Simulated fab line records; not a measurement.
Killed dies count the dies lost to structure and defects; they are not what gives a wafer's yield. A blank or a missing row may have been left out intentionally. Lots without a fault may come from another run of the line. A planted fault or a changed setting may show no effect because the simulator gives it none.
fab line records	flow sfqLine
record: lots: 6	wafers: 18	lastDay: 89
route steps=325 shown I4@174 JJ@178 M5@198 A5B@209 R5@212 M8@325
lots untouched by any fault: they come from a run of this same line in which no faults occurred
startH: the number of hours between the record's first day and the start of the first shown wafer of the lot	waitH: hours since the lot's step before	" the same as in the row above	L1.1+2: a single row standing in for several wafers	- no value present, or no start provided	* or withheld: withheld	< > ~ a bound
route shown NAME@n: a module of which the file shows steps, and the number in the route of the first	usual: mean and standard deviation over wafers with no fault	same: alike in all rows	chamber/n: place in a boat	sites: readings site by site	_std_site: the values' standard deviation	_edge_site: the outer-site mean with the inner-site mean subtracted	radiusMm: for every site, how far away it sits from the centre of the wafer	mask NAME#n: copy n	behind: the tool/chamber that last shaped the wafer	hold: the reason the lot was held/the length of the hold in hours/how it ended	device: which transistor (n, p or np) failed to switch	end of line: the route-end tests of the same wafers	where a step has no rows: the recipe by itself	killed: the dies lost at the first sort to structure and to defects; this is not the yield of the wafer	map: a wafer's dies, x killed, . not, _ none there
set.NAME: setting as actually run; set.NAME@STEP: the setting as run at that earlier step	model.NAME: the simulator's own value behind a step, which no gauge read
a table for each step, a row for each wafer; lots at some steps of the route
services: a tool's chamber out of use, with start hour (startH, from the record's first day; less than 0 if before it), hours out, and reason
== steps ==
step: SFQ_TRILAYER_I4_VIA_BARC_OPEN_VIA_ETCH_146
recipe: maskMaterial: PR	chemistry: O2	targetDepthNm: 125	target: BARC	sourceW: 500	biasW: 80	pressureMtorr: 30	timeS: 41.7
usual: biasW: 79.99/0.26	drypumpMotorCurrentA: 5.9/0.47	oesProductAu: 0.685/0.0045
lot.wafer	tool	chamber	startH	waitH	biasW	drypumpMotorCurrentA	oesProductAu	rfHoursCounterH
L472.1	rieDiel-01	3	1437.91	0.0	79.89	5.6	0.688	12
L472.3	"	2	"	"	80.77	6.0	0.688	18
L472.6	"	2	"	"	80.32	6.0	0.685	-
L473.1	rieDiel-04	3	1443.91	0.0	80.33	5.9	0.688	12
L473.2	"	2	"	"	80.14	5.6	0.682	19
L473.5	"	0	"	"	80.12	5.1	0.692	-
L474.1	rieDiel-01	2	1449.91	0.0	80.03	6.0	0.692	18
L474.3	"	1	"	"	79.86	6.3	0.681	11
L474.4	"	0	"	"	80.08	5.7	0.692	12
L477.1	rieDiel-04	2	1469.23	0.0	79.85	5.6	0.692	19
L477.3	"	3	"	"	79.88	5.9	0.690	13
L477.5	"	3	"	"	79.84	5.9	0.688	-
L481.1	rieDiel-04	2	1564.31	0.0	80.01	5.6	0.681	20
L481.3	"	1	"	"	80.23	6.7	0.677	8
L481.4	"	2	"	"	80.38	5.6	0.683	-
L482.2	rieDiel-04	2	1571.51	0.0	80.08	5.6	0.679	21
L482.3	"	1	"	"	80.16	6.6	0.689	-
L482.6	"	2	"	"	80.06	5.6	0.684	-
step: SFQ_TRILAYER_I4_VIA_ETCH_VIA_ETCH_106
recipe: target: SiO2	stopOn: Nb	maskMaterial: PR	taperDeg: 20	chemistry: CHF3	targetDepthNm: 260	sourceW: 500	biasW: 80	pressureMtorr: 30	timeS: withheld
step: SFQ_TRILAYER_I4_VIA_STRIP_STRIP_107
recipe: gas: O2	powerW: 200	platenTempC: 40	overashFraction: 0.65	chemistry: O2	pressureMtorr: 50
usual: drypumpMotorCurrentA: 6.04/0.18	oesProductAu: 1.006/0.0075
lot.wafer	tool	chamber	startH	waitH	drypumpMotorCurrentA	oesProductAu	rfHoursCounterH
L472.1	rieMetal-03	0	1438.06	-	5.98	0.994	90
L472.3	"	1	"	"	6.38	1.027	-
L472.6	"	0	"	"	5.97	0.994	-
L473.1	rieMetal-01	1	1444.06	-	6.02	1.013	91
L473.2	"	0	"	"	6.11	0.995	30
L473.5	"	0	"	"	6.12	0.997	-
L474.1	rieMetal-01	0	1450.06	-	6.07	0.996	30
L474.3	"	0	"	"	6.07	1.005	-
L474.4	"	1	"	"	5.94	0.994	-
L477.1	rieMetal-04	0	1469.38	-	5.79	1.015	60
L477.3	"	0	"	"	5.84	1.015	-
L477.5	"	0	"	"	5.79	1.019	-
L481.1	rieMetal-04	1	1564.47	-	6.01	1.017	67
L481.3	"	0	"	"	5.79	1.001	-
L481.4	"	1	"	"	6.02	1.005	-
L482.2	rieMetal-03	0	1571.74	-	5.98	0.999	105
L482.3	"	0	"	"	5.97	1.005	-
L482.6	"	1	"	"	6.38	1.006	-
step: SFQ_TRILAYER_I4_VIA_STRIP_SOLV_CLEAN_108
recipe: chemistry: NMP	tempC: 70	timeS: 600
step: SFQ_TRILAYER_JJ_TRILAYER_DEP_PRE_CLEAN_113
recipe: gas: Ar	timeS: 22.5	biasV: 250
step: SFQ_TRILAYER_JJ_TRILAYER_DEP_SPUTTER_109
recipe: material: Nb	basePressurePa: 1.33e-06	chamberPressurePa: 0.1333	substrateTempC: 20	targetThkNm: 150	powerW: 2000	timeS: 100
step: SFQ_TRILAYER_JJ_TRILAYER_DEP_SPUTTER_110
recipe: material: Al	basePressurePa: 1.33e-06	targetThkNm: 8	powerW: 500	timeS: 10	chamberPressurePa: 0.4
step: SFQ_TRILAYER_JJ_TRILAYER_DEP_AL_OXIDATION_111
recipe: pressureMbar: 0.014667	oxidationTimeS: 600	temperatureK: 293
step: SFQ_TRILAYER_JJ_TRILAYER_DEP_SPUTTER_112
recipe: material: Nb	basePressurePa: 1.33e-06	chamberPressurePa: 0.1333	substrateTempC: 20	targetThkNm: 170	powerW: 2000	timeS: 109.3
step: SFQ_JJ_RS_MEAS_929
recipe: thkMeasGauge: four-point-probe	reads: Nb_of_TRILAYER_JJ_TRILAYER_DEP_SPUTTER_112
usual: JJ_NB_RS: 1.085/0.015
lot.wafer	tool	chamber	startH	waitH	JJ_NB_RS[ohm/sq]
L472.1	filmMetro-02	-	1440.04	0.0	1.117
L472.3	"	-	"	"	1.091
L472.6	"	-	"	"	1.087
L473.1	filmMetro-03	-	1447.23	0.0	1.078
L473.2	"	-	"	"	1.068
L473.5	"	-	"	"	1.082
L474.1	filmMetro-02	-	1452.04	0.0	1.083
L474.3	"	-	"	"	1.088
L474.4	"	-	"	"	1.092
L477.1	filmMetro-03	-	1471.36	0.0	1.087
L477.3	"	-	"	"	1.085
L477.5	"	-	"	"	1.086
L481.1	filmMetro-01	-	1566.44	0.0	1.084
L481.3	"	-	"	"	1.065
L481.4	"	-	"	"	1.070
L482.2	filmMetro-03	-	1573.74	0.1	1.099
L482.3	"	-	"	"	1.113
L482.6	"	-	"	"	1.105
step: SFQ_TRILAYER_JJ_CE_LITHO_COAT_119
recipe: resist: BARC	spinRpm: 3000	resistThkNm: 62
step: SFQ_TRILAYER_JJ_CE_LITHO_COAT_114
recipe: resist: KrF	spinRpm: 3000	resistThkNm: 600
lot.wafer	tool	chamber	startH	waitH	model.KrF_of_TRILAYER_JJ_CE_LITHO_COAT_114.thkNm
L472.1	lithoTrack-04	0	1440.52	0.2	464.1
L472.3	"	0	"	"	464.5
L472.6	"	0	"	"	465
L473.1	lithoTrack-04	0	1447.71	0.2	467
L473.2	"	0	"	"	467.7
L473.5	"	0	"	"	466.1
L474.1	lithoTrack-03	0	1452.52	0.2	601
L474.3	"	0	"	"	600.3
L474.4	"	0	"	"	601.3
L477.1	lithoTrack-03	0	1471.84	0.2	602.2
L477.3	"	0	"	"	601.4
L477.5	"	0	"	"	600.6
L481.1	lithoTrack-01	0	1566.92	0.2	599.5
L481.3	"	0	"	"	601
L481.4	"	0	"	"	600.5
L482.2	lithoTrack-04	0	1574.25	0.2	600.4
L482.3	"	0	"	"	601.9
L482.6	"	0	"	"	601.7
step: SFQ_TRILAYER_JJ_CE_LITHO_SOFTBAKE_118
recipe: tempC: withheld	timeS: withheld	resist: KrF
step: SFQ_TRILAYER_JJ_CE_LITHO_EXPOSE_115
recipe: maskId: J5	na: 0.6	sourceShape: conventional	sigmaOuter: 0.65	targetCdNm: 700	doseMj: 14.4
step: SFQ_TRILAYER_JJ_CE_LITHO_PEB_117
recipe: pebTempC: 115	pebTimeS: 60	resist: KrF
step: SFQ_TRILAYER_JJ_CE_LITHO_DEVELOP_116
recipe: timeS: 60	resist: KrF
step: SFQ_JJ_OVL_MEAS_931
usual: J5_OVL: 0/5.7
lot.wafer	tool	chamber	startH	waitH	J5_OVL[nm]
L472.1	overlay-02	-	1561.00	0.1	-2
L472.3	"	-	"	"	3
L472.6	"	-	"	"	2
L473.1	overlay-01	-	1569.08	0.1	-1
L473.2	"	-	"	"	0
L473.5	"	-	"	"	0
L474.1	overlay-01	-	1573.88	0.1	3
L474.3	"	-	"	"	3
L474.4	"	-	"	"	6
L477.1	overlay-02	-	1587.55	0.1	0
L477.3	"	-	"	"	1
L477.5	"	-	"	"	-1
L481.1	overlay-01	-	1648.59	0.1	7
L481.3	"	-	"	"	12
L481.4	"	-	"	"	5
L482.2	overlay-01	-	1655.80	0.1	6
L482.3	"	-	"	"	3
L482.6	"	-	"	"	8
step: SFQ_TRILAYER_JJ_CE_METRO_MEASURE_117
usual: cdNm: 699.9/1.2
lot.wafer	tool	chamber	startH	waitH	cdNm
L472.1	cdSem-01	-	1561.04	0.0	695.1
L472.3	"	-	"	"	694.5
L472.6	"	-	"	"	692.2
L472.1	cdSem-01	-	1562.41	1.2	695.4
L472.3	"	-	"	"	694.0
L472.6	"	-	"	"	692.0
L473.1	cdSem-02	-	1569.11	0.0	693.2
L473.2	"	-	"	"	692.5
L473.5	"	-	"	"	693.9
L473.1	cdSem-02	-	1570.48	1.2	692.9
L473.2	"	-	"	"	693.0
L473.5	"	-	"	"	693.4
L474.1	cdSem-01	-	1573.91	0.0	699.0
L474.3	"	-	"	"	698.3
L474.4	"	-	"	"	697.5
L477.1	cdSem-02	-	1587.59	0.0	698.9
L477.3	"	-	"	"	699.9
L477.5	"	-	"	"	698.7
L481.1	cdSem-01	-	1648.63	0.0	702.1
L481.3	"	-	"	"	701.3
L481.4	"	-	"	"	700.9
L482.2	cdSem-01	-	1656.03	0.2	702.0
L482.3	"	-	"	"	701.7
L482.6	"	-	"	"	700.5
step: SFQ_TRILAYER_JJ_CE_BARC_OPEN_RIE_150
recipe: maskMaterial: PR	chemistry: O2	targetDepthNm: 240	target: BARC	icpW: 600	biasW: 80	pressureMtorr: 10.47	timeS: 80
usual: biasW: 79.94/0.22	drypumpMotorCurrentA: 5.8/0.43	oesProductAu: 0.538/0.0048
lot.wafer	tool	chamber	startH	waitH	biasW	drypumpMotorCurrentA	oesProductAu	rfHoursCounterH	model.JJ.cdNm
L472.1	rieMetal-04	0	1565.07	2.5	80.07	5.8	0.536	72	696.2
L472.3	"	0	"	"	79.96	5.8	0.532	-	695.2
L472.6	"	0	"	"	80.25	5.8	0.536	-	692.6
L474.1	rieMetal-04	0	1575.11	1.0	79.77	5.8	0.535	73	699.4
L474.3	"	1	"	"	80.07	6.0	0.534	-	698.5
L474.4	"	0	"	"	80.01	5.8	0.535	-	698.5
L473.1	rieMetal-03	1	1576.41	5.7	79.70	6.4	0.547	48	692.6
L473.2	"	0	"	"	80.19	6.0	0.543	104	693.6
L473.5	"	0	"	"	79.66	6.0	0.538	-	694.7
L477.1	rieMetal-03	1	1588.79	1.0	79.98	6.4	0.526	52	698.7
L477.3	"	0	"	"	80.15	6.0	0.533	-	700.6
L477.5	"	0	"	"	79.78	6.0	0.537	-	699.4
L481.1	rieMetal-03	1	1649.83	1.0	80.23	6.4	0.541	59	701.2
L481.3	"	0	"	"	79.80	6.0	0.527	-	702.1
L481.4	"	1	"	"	80.50	6.4	0.533	-	699.7
L482.2	rieMetal-02	1	1657.03	0.8	80.18	5.4	0.542	15	701.6
L482.3	"	1	"	"	80.32	5.4	0.540	-	700.9
L482.6	"	0	"	"	80.10	5.1	0.538	-	698.2
step: SFQ_TRILAYER_JJ_CE_ETCH_RIE_118
recipe: target: Nb	stopOn: Al2O3	maskMaterial: PR	taperDeg: 13.257	overEtchFrac: 0.15	timeS: 97.7	chemistry: SF6	targetDepthNm: 170	icpW: 600	biasW: 80	pressureMtorr: 10
usual: biasW: 80.08/0.25	drypumpMotorCurrentA: 5.8/0.43	oesProductAu: 0.976/0.0082
lot.wafer	tool	chamber	startH	waitH	biasW	drypumpMotorCurrentA	oesProductAu	rfHoursCounterH	model.KrF_of_TRILAYER_JJ_CE_LITHO_COAT_114.thkNm	model.JJ.cdNm
L472.1	rieMetal-04	0	1565.16	0.1	80.27	5.8	0.963	72	340.1	695.5
L472.3	"	0	"	"	80.20	5.8	0.971	-	339.9	694.4
L472.6	"	0	"	"	79.73	5.8	0.973	-	340.7	691.9
L474.1	rieMetal-04	0	1575.21	0.1	80.10	5.8	0.976	73	477.6	698.3
L474.3	"	1	"	"	79.65	6.0	0.976	-	476.9	699.6
L474.4	"	0	"	"	79.83	5.8	0.978	-	477.4	697.7
L473.1	rieMetal-03	1	1576.50	0.1	79.93	6.4	0.985	48	342.5	691.8
L473.2	"	0	"	"	79.93	6.0	0.986	105	344	693
L473.5	"	0	"	"	79.61	6.0	0.975	-	342.6	694.8
L477.1	rieMetal-03	1	1588.88	0.1	80.43	6.4	0.976	52	478	698.4
L477.3	"	0	"	"	80.23	6.0	0.978	-	478.2	700.2
L477.5	"	0	"	"	80.14	6.0	0.981	-	477.8	699
L481.1	rieMetal-03	1	1649.92	0.1	80.14	6.4	0.982	59	474.9	703.2
L481.3	"	0	"	"	79.97	6.0	0.979	-	478.3	702.9
L481.4	"	1	"	"	80.29	6.4	0.983	-	477.1	700.9
L482.2	rieMetal-02	1	1657.15	0.1	80.28	5.4	0.968	15	478.7	700.3
L482.3	"	1	"	"	80.16	5.4	0.956	-	479.4	700.4
L482.6	"	0	"	"	80.33	5.1	0.964	-	478.9	700.5
step: SFQ_TRILAYER_JJ_ANODIZE_ANODIZE_119
recipe: currentDensityMaCm2: withheld	endCurrentDensityMaCm2: withheld	bathTempC: withheld
step: SFQ_TRILAYER_JJ_CE_STRIP_STRIP_120
recipe: gas: O2	powerW: 200	platenTempC: 40	overashFraction: 0.65	chemistry: O2	pressureMtorr: 50
step: SFQ_TRILAYER_JJ_CE_STRIP_SOLV_CLEAN_121
recipe: chemistry: NMP	tempC: 70	timeS: 600
step: SFQ_TRILAYER_M5_LITHO_COAT_128
recipe: resist: BARC	spinRpm: 3000	resistThkNm: 62
step: SFQ_TRILAYER_M5_LITHO_COAT_123
recipe: resist: KrF	spinRpm: 3000	resistThkNm: 600
step: SFQ_TRILAYER_M5_LITHO_SOFTBAKE_127
recipe: tempC: withheld	timeS: withheld	resist: KrF
step: SFQ_TRILAYER_M5_LITHO_EXPOSE_124
recipe: maskId: M5	na: 0.6	sourceShape: conventional	sigmaOuter: 0.65	targetCdNm: 700	doseMj: 14.4
step: SFQ_TRILAYER_M5_LITHO_PEB_126
recipe: pebTempC: 115	pebTimeS: 60	resist: KrF
step: SFQ_TRILAYER_M5_LITHO_DEVELOP_125
recipe: timeS: 60	resist: KrF
step: SFQ_M5_OVL_MEAS_932
usual: M5_OVL: 1/5.1
lot.wafer	tool	chamber	startH	waitH	M5_OVL[nm]
L472.1	overlay-01	-	1569.43	0.1	5
L472.3	"	-	"	"	4
L472.6	"	-	"	"	-4
L473.1	overlay-02	-	1582.04	0.1	0
L473.2	"	-	"	"	4
L473.5	"	-	"	"	4
L474.1	overlay-01	-	1659.39	0.1	-7
L474.3	"	-	"	"	-8
L474.4	"	-	"	"	-4
L477.1	overlay-02	-	1685.79	0.1	-2
L477.3	"	-	"	"	-5
L477.5	"	-	"	"	-2
L481.1	overlay-01	-	1736.44	0.1	5
L481.3	"	-	"	"	3
L481.4	"	-	"	"	5
L482.2	overlay-02	-	1746.25	0.1	2
L482.3	"	-	"	"	-2
L482.6	"	-	"	"	-3
step: SFQ_TRILAYER_M5_BARC_OPEN_METAL_ETCH_161
recipe: maskMaterial: PR	chemistry: O2	targetDepthNm: 125	target: BARC	icpW: 600	biasW: 80	pressureMtorr: 10	timeS: 41.7
step: SFQ_TRILAYER_M5_ETCH_METAL_ETCH_126
recipe: target: Nb	stopOn: SiO2	maskMaterial: PR	overEtchFrac: 0.15	timeS: 203.2	chemistry: Cl2/BCl3	targetDepthNm: 265	icpW: 600	biasW: 80	pressureMtorr: 10
step: SFQ_TRILAYER_M5_STRIP_STRIP_127
recipe: gas: O2	powerW: 200	platenTempC: 40	overashFraction: 0.65	chemistry: O2	pressureMtorr: 50
step: SFQ_TRILAYER_M5_STRIP_SOLV_CLEAN_128
recipe: chemistry: NMP	tempC: 70	timeS: 600
step: SFQ_TRILAYER_A5B_DEP_PECVD_129
recipe: material: SiO2	tempC: 150	timeS: 133.33	pressureTorr: 2.4	rfW: 183.3	precursor: SiH4/N2O	targetThkNm: 600
usual: heaterPowerW: 83/9.2	throttleValvePct: 23.9/1.4
lot.wafer	tool	chamber	startH	waitH	heaterPowerW	throttleValvePct
L472.1	pecvd-03	2	1571.19	0.0	89	25.9
L472.3	"	0	"	"	81	23.8
L472.6	"	2	"	"	93	26.1
L473.1	pecvd-03	1	1583.37	0.0	95	28.2
L473.2	"	0	"	"	72	23.6
L473.5	"	2	"	"	90	26.2
L474.1	pecvd-02	0	1660.46	0.0	82	24.6
L474.3	"	1	"	"	96	22.8
L474.4	"	0	"	"	88	24.6
L477.1	pecvd-01	2	1686.86	0.0	84	23.3
L477.3	"	0	"	"	72	24.2
L477.5	"	2	"	"	87	23.0
L481.1	pecvd-02	2	1738.36	0.0	81	23.9
L481.3	"	0	"	"	88	24.6
L481.4	"	1	"	"	91	22.6
L482.2	pecvd-01	2	1747.61	0.0	86	23.3
L482.3	"	1	"	"	71	24.4
L482.6	"	2	"	"	71	23.1
step: SFQ_TRILAYER_A5B_CMP_CMP_130
recipe: stopOn: Nb	downForcePsi: 3	platenRpm: 60	targetThkNm: 340.7
step: SFQ_TRILAYER_A5B_METRO_MEASURE_131
usual: thkNm: 340/6.1
lot.wafer	tool	chamber	startH	waitH	thkNm
L472.1	filmMetro-04	-	1574.28	2.0	343
L472.3	"	-	"	"	342
L472.6	"	-	"	"	350
L473.1	filmMetro-02	-	1586.46	2.0	337
L473.2	"	-	"	"	349
L473.5	"	-	"	"	340
L474.1	filmMetro-02	-	1663.55	1.0	349
L474.3	"	-	"	"	338
L474.4	"	-	"	"	352
L477.1	filmMetro-01	-	1694.15	1.0	350
L477.3	"	-	"	"	345
L477.5	"	-	"	"	335
L481.1	filmMetro-02	-	1741.45	1.0	340
L481.3	"	-	"	"	348
L481.4	"	-	"	"	332
L482.2	filmMetro-02	-	1750.90	1.2	350
L482.3	"	-	"	"	341
L482.6	"	-	"	"	341
step: SFQ_TRILAYER_R5_DEP_SPUTTER_132
recipe: material: Ti	basePressurePa: 1.33e-06	targetThkNm: 5	powerW: 2000	timeS: 5	chamberPressurePa: 0.4
step: SFQ_TRILAYER_R5_DEP_SPUTTER_133
recipe: material: MoNx	basePressurePa: 1.33e-06	targetThkNm: 40	powerW: 971.4	timeS: 66.7	chamberPressurePa: 0.4
step: SFQ_TRILAYER_R5_DEP_SPUTTER_134
recipe: material: Ti	basePressurePa: 1.33e-06	targetThkNm: 5	powerW: 2000	timeS: 5	chamberPressurePa: 0.4
usual: throttleValvePct: 30.2/1.2
lot.wafer	tool	chamber	startH	waitH	throttleValvePct
L472.1	pvdSputter-05	-	1575.55	0.0	30.3
L472.3	"	-	"	"	31.0
L472.6	"	-	"	"	29.8
L473.1	pvdSputter-05	-	1594.89	0.0	29.9
L473.2	"	-	"	"	30.3
L473.5	"	-	"	"	30.3
L474.1	pvdSputter-04	-	1664.82	0.0	28.6
L474.3	"	-	"	"	29.4
L474.4	"	-	"	"	28.5
L477.1	pvdSputter-05	-	1695.42	0.0	31.2
L477.3	"	-	"	"	30.1
L477.5	"	-	"	"	29.8
L481.1	pvdSputter-05	-	1742.73	0.0	31.2
L481.3	"	-	"	"	29.7
L481.4	"	-	"	"	30.2
L482.2	pvdSputter-06	-	1751.97	0.0	30.3
L482.3	"	-	"	"	29.5
L482.6	"	-	"	"	29.6
step: SFQ_R5_RS_MEAS_933
recipe: thkMeasGauge: four-point-probe	reads: Ti_of_TRILAYER_R5_DEP_SPUTTER_134+MoNx_of_TRILAYER_R5_DEP_SPUTTER_133+Ti_of_TRILAYER_R5_DEP_SPUTTER_132
usual: R5_MONX_RS: 7.24/0.097
lot.wafer	tool	chamber	startH	waitH	R5_MONX_RS[ohm/sq]
L472.1	filmMetro-02	-	1575.57	0.0	7.26
L472.3	"	-	"	"	7.27
L472.6	"	-	"	"	7.11
L473.1	filmMetro-04	-	1594.91	0.0	7.15
L473.2	"	-	"	"	7.25
L473.5	"	-	"	"	7.23
L474.1	filmMetro-04	-	1664.84	0.0	7.20
L474.3	"	-	"	"	7.25
L474.4	"	-	"	"	7.12
L477.1	filmMetro-02	-	1695.44	0.0	7.28
L477.3	"	-	"	"	7.23
L477.5	"	-	"	"	7.15
L481.1	filmMetro-04	-	1742.74	0.0	7.23
L481.3	"	-	"	"	7.14
L481.4	"	-	"	"	7.11
L482.2	filmMetro-04	-	1752.01	0.0	7.21
L482.3	"	-	"	"	7.21
L482.6	"	-	"	"	7.19
step: SFQ_M8_BOW_MEAS_951
recipe: mode: bow
usual: M8_BOW: 9/11
lot.wafer	tool	chamber	startH	waitH	M8_BOW[um]	model.etest.jj.gTimes
L472.1	filmMetro-04	-	1973.15	0.0	-11	0.9862
L472.3	"	-	"	"	8	0.9832
L472.6	"	-	"	"	2	0.9762
L473.1	filmMetro-01	-	1974.35	0.0	7	0.976
L473.2	"	-	"	"	5	0.9793
L473.5	"	-	"	"	-4	0.9842
L474.1	filmMetro-03	-	1975.55	0.0	36	0.9942
L474.3	"	-	"	"	32	0.9979
L474.4	"	-	"	"	23	0.9925
L477.1	filmMetro-03	-	1979.15	0.0	3	0.9945
L477.3	"	-	"	"	7	0.9997
L477.5	"	-	"	"	10	0.9964
L481.1	filmMetro-01	-	2105.07	0.0	21	1.008
L481.3	"	-	"	"	17	1.007
L481.4	"	-	"	"	1	1.002
L482.2	filmMetro-04	-	2126.83	0.0	5	1
L482.3	"	-	"	"	13	1
L482.6	"	-	"	"	5	1
== services ==
tool	chamber	startH	hours	kind
cdSem-01	-	1452.69	1.8	pm
rieDiel-04	0	1468.06	121.8	repair
cdSem-02	-	1471.03	1.1	pm
cdSem-01	-	1487.98	1.2	pm
cdSem-02	-	1498.79	0.8	pm
filmMetro-02	-	1504.03	0.6	pm
cdSem-01	-	1529.48	0.6	pm
cdSem-02	-	1531.91	5.5	pm
filmMetro-02	-	1554.06	0.5	pm
rieDiel-04	3	1566.31	9.0	repair
cdSem-01	-	1578.42	0.6	pm
pvdSputter-05	-	1586.28	8.5	repair
cdSem-02	-	1595.14	0.1	pm
cdSem-01	-	1599.31	2.0	pm
filmMetro-02	-	1614.39	5.8	pm
rieMetal-04	1	1621.07	14.7	repair
cdSem-01	-	1636.69	0.8	pm
rieDiel-04	-	1664.37	0.3	repair
rieDiel-04	0	1670.73	5.5	repair
pvdSputter-05	-	1672.54	14.5	repair
cdSem-01	-	1713.55	0.9	pm
pvdSputter-05	-	1731.08	5.9	repair
rieMetal-04	1	1743.25	4.9	repair
filmMetro-02	-	1749.03	0.3	pm
== key ==
firstSign: step: SFQ_TRILAYER_JJ_CE_METRO_MEASURE_117	reading: visit	direction: added
effect: step: SFQ_TRILAYER_JJ_CE_METRO_MEASURE_117	reading: cdNm	direction: down	sigmas: 5.1	usual: 699.9	struck: 693.6
modelEffect: step: SFQ_TRILAYER_JJ_CE_LITHO_COAT_114	value: KrF_of_TRILAYER_JJ_CE_LITHO_COAT_114.thkNm	without: 598.9	struck: 465.7
modelEffect: step: SFQ_TRILAYER_JJ_CE_BARC_OPEN_RIE_150	value: JJ.cdNm	without: 700.2	struck: 694.2
modelEffect: step: SFQ_TRILAYER_JJ_CE_ETCH_RIE_118	value: KrF_of_TRILAYER_JJ_CE_LITHO_COAT_114.thkNm	without: 474.8	struck: 341.6
modelEffect: step: SFQ_M8_BOW_MEAS_951	value: etest.jj.gTimes	without: 0.9977	struck: 0.9808
metAt SFQ_TRILAYER_JJ_CE_LITHO_COAT_114
struckWafers L472.1,L472.3,L472.6,L473.1,L473.2,L473.5
fault: kind: processParameterDrift	tool: lithoTrack-04	chamber: -	onsetH: 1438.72	steps: SFQ_TRILAYER_JJ_CE_LITHO_COAT_114	channel: resistThkNm	offset: -133.4	shape: step	endH: 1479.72	actsIn: theseRecipesOnly	stated: 600
